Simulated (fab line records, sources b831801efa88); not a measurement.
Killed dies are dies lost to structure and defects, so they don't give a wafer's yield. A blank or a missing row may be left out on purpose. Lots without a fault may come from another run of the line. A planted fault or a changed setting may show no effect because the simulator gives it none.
A struck lot beside a sound one | flow sky130 | 16 steps out of a route of 708
Sound: wafers L450.2, L450.3, L450.6. Struck: wafers L452.2, L452.4, L452.5. The cause comes at the end.
At each step with rows: each side's tool, then ch and its chambers, then its first start. Under that, the readings that differ: sound wafers | struck wafers | difference of the means | sigmas: that difference in standard deviations of wafers without a fault.
alike: readings whose means differ by less than 2 such deviations, and words and numbers that are the same on both sides. not compared: withheld readings, readings that some wafer has no value for, bounds like >300 that may hide the same value, and numbers for which the record gives no deviation and whose values overlap.
The two part at a step that has a row with sigmas, a row that says differs or no value, or rows on one side only. Numbers that don't overlap but have no deviation are shown without sigmas and don't part them. A reading that every wafer of one side lacks parts them only if that side has two wafers or more.

first, 8 steps without rows for these wafers: SKY_METAL1_DEHYDRATE_07 (time 60 s); SKY_METAL1_HMDS_08 (prime time 60 s); SKY_METAL1_COAT_09 (resist thk 60 nm); SKY_METAL1_COAT_10 (resist thk 450 nm); SKY_METAL1_SOFTBAKE_11 (time 90 s); SKY_METAL1_EXPOSE_12 (exposes mask MM1, target cd 140 nm); SKY_METAL1_PEB_13; SKY_METAL1_DEVELOP_14 (develop time 60 s).
SKY_METAL1_CD_MEAS_15: target cd 140 nm.
  sound on cd_sem-01, day 36 00:27; struck on cd_sem-01, day 36 07:18
  alike: cd_nm
SKY_METAL1_OVL_MEAS_16:
  sound on overlay-02, day 36 00:34; struck on overlay-02, day 36 07:25
  reading         | sound | struck   | difference | sigmas
  METAL1_OVL (nm) | 6 9 9 | -3 -3 -9 | -13        | -2
SKY_METAL1_DESCUM_17: chemistry O2, time 8 s.
  sound on rie_metal-04 ch 0,1, day 36 00:35; struck on rie_metal-04 ch 1, day 36 07:26
  reading            | sound             | struck            | difference | sigmas
  rf_fwd_power_W (W) | 147.6 148.3 148.0 | 146.4 146.9 146.0 | -1.5       | -2
  alike: drypump_motor_current_A, oes_product_au
  not compared: rf_hours_counter_h
SKY_METAL1_ETCH_18: etches BARC in N2/H2, stops on SiO2, time 44.24 s, target depth 60 nm.
  sound on rie_metal-04 ch 0,1, day 36 00:37; struck on rie_metal-04 ch 1, day 36 07:28
  reading            | sound             | struck            | difference | sigmas
  rf_fwd_power_W (W) | 495.7 496.3 498.7 | 493.4 492.1 491.6 | -4.5       | -2
  alike: drypump_motor_current_A, oes_product_au, throttle_valve_pct
  not compared: rf_hours_counter_h
SKY_METAL1_METAL_ETCH_19: etches the open film in Cl2/BCl3, stops on SiO2, target depth 360 nm, time 78 s.
  sound on rie_metal-04 ch 0,1, day 36 00:41; struck on rie_metal-04 ch 1, day 36 07:32
  reading                                       | sound             | struck                  | difference | sigmas
  oes_product_au (a.u.)                         | 0.851 0.867 0.848 | 0.787 0.795 0.789       | -0.065     | -11
  over_etch_frac                                | 0.3 0.3 0.3       | 0.53121 0.53121 0.53121 | +0.23121   |
  model.KrF-thick_of_METAL1_COAT_10.thk_nm (nm) | 162.7 157.7 158.8 | 122.1 117.9 119.3       | -40.0      |
  model.METAL1.cd_nm (nm)                       | 137.5 143.2 144.1 | 134.5 132.5 131.4       | -8.8       |
  alike: drypump_motor_current_A, rf_fwd_power_W, throttle_valve_pct
  not compared: rf_hours_counter_h
SKY_METAL1_STRIP_20: strips in O2/N2.
  sound on plasma_asher-02 ch 0,1, day 36 00:46; struck on plasma_asher-03 ch 0,1, day 36 07:37
  reading                      | sound             | struck            | difference | sigmas
  oes_product_au (a.u.)        | 0.347 0.342 0.346 | 0.324 0.322 0.329 | -0.020     | -4
  strip_time_to_endpoint_s (s) | 2.74 2.68 2.70    | 2.30 2.23 2.24    | -0.45      | -10
  alike: drypump_motor_current_A
  not compared: rf_hours_counter_h
then, 1 step without rows for these wafers: SKY_METAL1_STRIP_21 (strips in post etch residue remover, time 1200 s).
-- the record jumps here: 12 days lie between the struck wafers' starts before and after (it left off in module METAL1 and takes up again in module PAD_OPEN, whose first step shown is number 708 of the route) --
SKY_PAD_OPEN_PROBE_99:
  sound on prober-01, day 48 08:42; struck on prober-02, day 48 11:49
  alike: defect_limited_yield, killed_at_M0_to_M3, killed_at_M4_up, killed_at_contacts, killed_at_front_end, killed_at_other, killed_dies, killed_open, killed_short, sort_bin_3_pad_short, sort_bin_5_function, sort_bin_6_memory, sort_n_pass, sort_yield_pct

WHERE THEY PART
First at SKY_METAL1_OVL_MEAS_16; last, within this record, at SKY_METAL1_STRIP_20. Later steps at which nothing parts them and some readings are alike: SKY_PAD_OPEN_PROBE_99.

WHY: what the simulator had put in
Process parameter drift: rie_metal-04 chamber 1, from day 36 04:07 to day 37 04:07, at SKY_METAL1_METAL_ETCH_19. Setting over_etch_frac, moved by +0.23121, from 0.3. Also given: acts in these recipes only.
